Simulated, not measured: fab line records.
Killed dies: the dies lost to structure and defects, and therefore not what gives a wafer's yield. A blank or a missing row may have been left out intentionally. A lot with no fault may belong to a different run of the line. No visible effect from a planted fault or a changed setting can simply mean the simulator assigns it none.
Comparing a struck lot with a sound one    flow sky130    26 out of 708 route steps
Sound: the wafers L660.1, L660.3, L660.5. The struck wafers were L658.2, L658.4, L658.5. Last of all comes the cause.
Order at every step that has rows: each side's tool, ch and its chambers, its first start. Under that, the readings that differ: sound wafers    struck wafers    difference of the means    sigmas: that difference in standard deviations of wafers without a fault.
alike: words and numbers the same on both sides, and readings whose means are apart by under 2 such deviations; not compared: readings that were withheld, readings missing a value for some wafer, numbers with overlapping values and no deviation given by the record, and bounds like >300 which may hide the same value.
Wherever a step has rows on one side only, a row that says differs or no value, or a row with sigmas, the two part there. Non-overlapping numbers with no deviation appear without sigmas and do not part them. A reading that every wafer of one side lacks parts them only if that side has two wafers or more.

first, 8 steps without rows for these wafers: SKY_POLY_CUT_DEHYDRATE_00 (time 60 s); SKY_POLY_CUT_HMDS_01 (prime time 60 s); SKY_POLY_CUT_COAT_02 (resist thk 60 nm); SKY_POLY_CUT_COAT_03 (resist thk 450 nm); SKY_POLY_CUT_SOFTBAKE_04 (time 90 s); SKY_POLY_CUT_EXPOSE_05 (exposes mask NPCM, target cd 270 nm); SKY_POLY_CUT_PEB_06; SKY_POLY_CUT_DEVELOP_07 (develop time 60 s).
SKY_POLY_CUT_CD_MEAS_08: target cd 270 nm.
  sound: cd_sem-02 at day 31 08:05; struck: cd_sem-01 at day 30 22:54
  alike: cd_nm
SKY_POLY_CUT_OVL_MEAS_09:
  sound: overlay-02 at day 31 08:13; struck: overlay-01 at day 30 23:01
  alike: POLY_CUT_OVL
SKY_POLY_CUT_ETCH_10: etches BARC in N2/H2, stops on SiO2, time 45.9 s, target depth 60 nm.
  sound on rie_diel-02 ch 0,2, day 31 08:15; struck on rie_diel-04 ch 0,2, day 30 23:02
  alike: drypump_motor_current_A, oes_product_au, throttle_valve_pct
  not compared: rf_hours_counter_h
SKY_POLY_CUT_ETCH_11: etches Si3N4 in CF4/CH2F2/Ar, stops on poly-Si, time 42.5 s, target depth 60 nm.
  sound on rie_diel-02 ch 0,2, day 31 08:17; struck on rie_diel-04 ch 0,2, day 30 23:05
  alike: ch2f2_flow_sccm, drypump_motor_current_A, oes_product_au, throttle_valve_pct
  not compared: rf_hours_counter_h
SKY_POLY_CUT_STRIP_12: strips in O2/N2.
  sound on plasma_asher-02 ch 0,1, day 31 08:20; struck on plasma_asher-02 ch 1, day 30 23:07
  no value came back on the struck wafers for chamber_pressure_mTorr (mTorr), drypump_motor_current_A (A), oes_product_au (a.u.), strip_time_to_endpoint_s (s); on the sound wafers chamber_pressure_mTorr (mTorr) reads 1497.8 1499.8 1501.0
reading                                          sound  struck         difference  sigmas
model.KrF-thick_of_POLY_CUT_COAT_03.thk_nm (nm)  0 0 0  409.1 411 409  +409.7      
  not compared: rf_hours_counter_h
then, 7 steps without rows for these wafers: SKY_SD_P_DEHYDRATE_00 (time 60 s); SKY_SD_P_HMDS_01 (prime time 60 s); SKY_SD_P_COAT_02 (resist thk 1140 nm); SKY_SD_P_SOFTBAKE_03 (time 60 s); SKY_SD_P_EXPOSE_04 (exposes mask PSDM, target cd 380 nm); SKY_SD_P_PEB_05; SKY_SD_P_DEVELOP_06 (develop time 60 s).
SKY_SD_P_CD_MEAS_07: target cd 380 nm.
  sound: cd_sem-01 at day 32 11:17; struck: cd_sem-02 at day 32 02:13
  alike: cd_nm
SKY_SD_P_OVL_MEAS_08:
  sound: overlay-02 at day 32 11:25; struck: overlay-01 at day 32 02:19
  alike: SD_P_OVL
after that, 1 step had no rows for these wafers: SKY_SD_P_IMPLANT_09.
SKY_SD_P_STRIP_10: strips in O2/N2.
  sound on plasma_asher-04 ch 0,1, day 32 11:36; struck on plasma_asher-02 ch 0,1, day 32 02:30
reading                       sound              struck             difference  sigmas
oes_product_au (a.u.)         0.618 0.621 0.613  0.582 0.573 0.573  -0.041      -8
strip_time_to_endpoint_s (s)  17.51 17.49 17.56  22.80 22.82 22.79  +5.28       +99 or more
  alike: chamber_pressure_mTorr, drypump_motor_current_A
  not compared: rf_hours_counter_h
SKY_SD_P_TW_MEAS_11:
  sound: film_metro-02 at day 32 11:42; struck: film_metro-02 at day 32 02:50
reading  sound           struck    difference  sigmas
SD_P_TW  2823 2827 2824  30 30 30  -2795       -99 or more
  not compared: hold
after that, 1 step had no rows for these wafers: SKY_PAD_OPEN_PROBE_99.

## WHERE THEY PART
Earliest at SKY_POLY_CUT_STRIP_12; latest, in this record, at SKY_SD_P_TW_MEAS_11.

WHY: whatever the simulator had introduced
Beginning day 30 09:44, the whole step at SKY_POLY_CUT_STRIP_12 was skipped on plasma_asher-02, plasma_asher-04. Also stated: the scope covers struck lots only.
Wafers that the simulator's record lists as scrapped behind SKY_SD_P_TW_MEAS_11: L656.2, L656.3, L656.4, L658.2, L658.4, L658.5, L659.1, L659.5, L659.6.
